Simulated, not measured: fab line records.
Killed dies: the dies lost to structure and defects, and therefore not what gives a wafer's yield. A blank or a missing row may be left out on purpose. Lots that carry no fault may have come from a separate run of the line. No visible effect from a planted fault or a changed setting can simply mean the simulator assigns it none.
A lot that was struck, set against a sound lot ; flow sfqLine ; 20 steps out of a route of 325
Sound: the wafers L297.2, L297.5, L297.6. Struck: wafer L289.5. (L289.3, L289.4 of the same lot were not struck and are left out.) The cause comes at the end.
Per side, at each step with rows, come the tool, then ch with its chambers, and then its first start. Under that, the readings that differ: sound wafers ; struck wafers ; difference of the means ; sigmas: that difference in standard deviations of wafers without a fault.
alike: words and numbers the same on both sides, and readings whose means are apart by under 2 such deviations; not compared: readings that were withheld, readings missing a value for some wafer, numbers with overlapping values and no deviation given by the record, and bounds like >300 which may hide the same value.
Wherever a step has rows on one side only, a row that says differs or no value, or a row with sigmas, the two part there. Numbers that don't overlap but have no deviation are shown without sigmas and don't part them. A reading that every wafer of one side lacks parts them only if that side has two wafers or more.

first, 3 steps without rows for these wafers: SFQ_TRILAYER_I0_VIA_LITHO_EXPOSE_032 (exposes mask I0, target cd 500 nm); SFQ_TRILAYER_I0_VIA_LITHO_PEB_034 (peb time 60 s); SFQ_TRILAYER_I0_VIA_LITHO_DEVELOP_033 (time 60 s).
SFQ_I0_OVL_MEAS_908:
  sound on overlay-01 at day 15 21:23; struck on overlay-01 at day 13 21:29
  alike: I0_OVL
SFQ_TRILAYER_I0_VIA_BARC_OPEN_VIA_ETCH_046: etches BARC in O2, target depth 125 nm, time 41.7 s.
  sound on rieDiel-01 ch 0,1,3, day 15 21:25; struck on rieDiel-04 ch 0, day 13 21:31
  alike: drypumpMotorCurrentA, oesProductAu
  not compared: rfHoursCounterH
SFQ_TRILAYER_I0_VIA_ETCH_VIA_ETCH_034: etches SiO2 in CHF3, stops on Nb, target depth 260 nm.
  sound on rieDiel-01 ch 0,1,3, day 15 21:28; struck on rieDiel-04 ch 0, day 13 21:34
  alike: drypumpMotorCurrentA, oesProductAu
SFQ_TRILAYER_I0_VIA_STRIP_STRIP_035: strips in O2.
  sound on rieMetal-02 ch 0,1, day 15 21:34; struck on rieMetal-03 ch 0, day 13 21:52
  alike: drypumpMotorCurrentA, oesProductAu
  not compared: rfHoursCounterH
then, 2 steps without rows for these wafers: SFQ_TRILAYER_I0_VIA_STRIP_SOLV_CLEAN_036 (cleans in NMP, time 600 s); SFQ_TRILAYER_M1_DEP_PRE_CLEAN_038 (time 22.5 s).
SFQ_TRILAYER_M1_DEP_SPUTTER_037: material Nb, target thk 200 nm, time 133.3 s.
  sound on pvdSputter-05 at day 15 22:22; struck on pvdSputter-03 at day 13 22:28
  alike: throttleValvePct
SFQ_M1_RS_MEAS_909: measures by four-point-probe.
  sound on filmMetro-03 at day 15 22:29; struck on filmMetro-04 at day 13 22:36
  alike: M1_NB_RS
SFQ_TRILAYER_M1_LITHO_COAT_044: resist thk 62 nm.
  sound on lithoTrack-01 ch 0, day 15 22:41; struck on lithoTrack-04 ch 0, day 13 22:50
reading;sound;struck;difference;sigmas
model.BARC_of_TRILAYER_M1_LITHO_COAT_044.thkNm (nm);61.92 61.97 62.1;63.19;+1.19;
then, 5 steps without rows for these wafers: SFQ_TRILAYER_M1_LITHO_COAT_039 (resist thk 600 nm); SFQ_TRILAYER_M1_LITHO_SOFTBAKE_043; SFQ_TRILAYER_M1_LITHO_EXPOSE_040 (exposes mask M1, target cd 500 nm); SFQ_TRILAYER_M1_LITHO_PEB_042 (peb time 60 s); SFQ_TRILAYER_M1_LITHO_DEVELOP_041 (time 60 s).
-- the record jumps here: 3 days lie between the struck wafers' starts before and after --
SFQ_M1_OVL_MEAS_911:
  sound on overlay-01 at day 18 20:56; struck on overlay-02 at day 16 14:11
  alike: M1_OVL
SFQ_TRILAYER_M1_BARC_OPEN_METAL_ETCH_054: etches BARC in O2, target depth 125 nm, time 41.7 s.
  sound on rieMetal-03 ch 0,1, day 18 20:58; struck on rieMetal-04 ch 0, day 16 14:14
reading;sound;struck;difference;sigmas
model.etch.depthNm (nm);61.92 61.97 62.1;63.19;+1.19;
  alike: drypumpMotorCurrentA, oesProductAu
  not compared: rfHoursCounterH
SFQ_TRILAYER_M1_ETCH_METAL_ETCH_042: etches Nb in Cl2/Ar, stops on SiO2, target depth 240 nm, time 120 s.
  sound on rieMetal-03 ch 0,1, day 18 21:02; struck on rieMetal-04 ch 0, day 16 14:19
  alike: drypumpMotorCurrentA, oesProductAu
  not compared: rfHoursCounterH

== WHERE THEY PART ==
Nowhere in this record.

WHY: whatever the simulator had introduced
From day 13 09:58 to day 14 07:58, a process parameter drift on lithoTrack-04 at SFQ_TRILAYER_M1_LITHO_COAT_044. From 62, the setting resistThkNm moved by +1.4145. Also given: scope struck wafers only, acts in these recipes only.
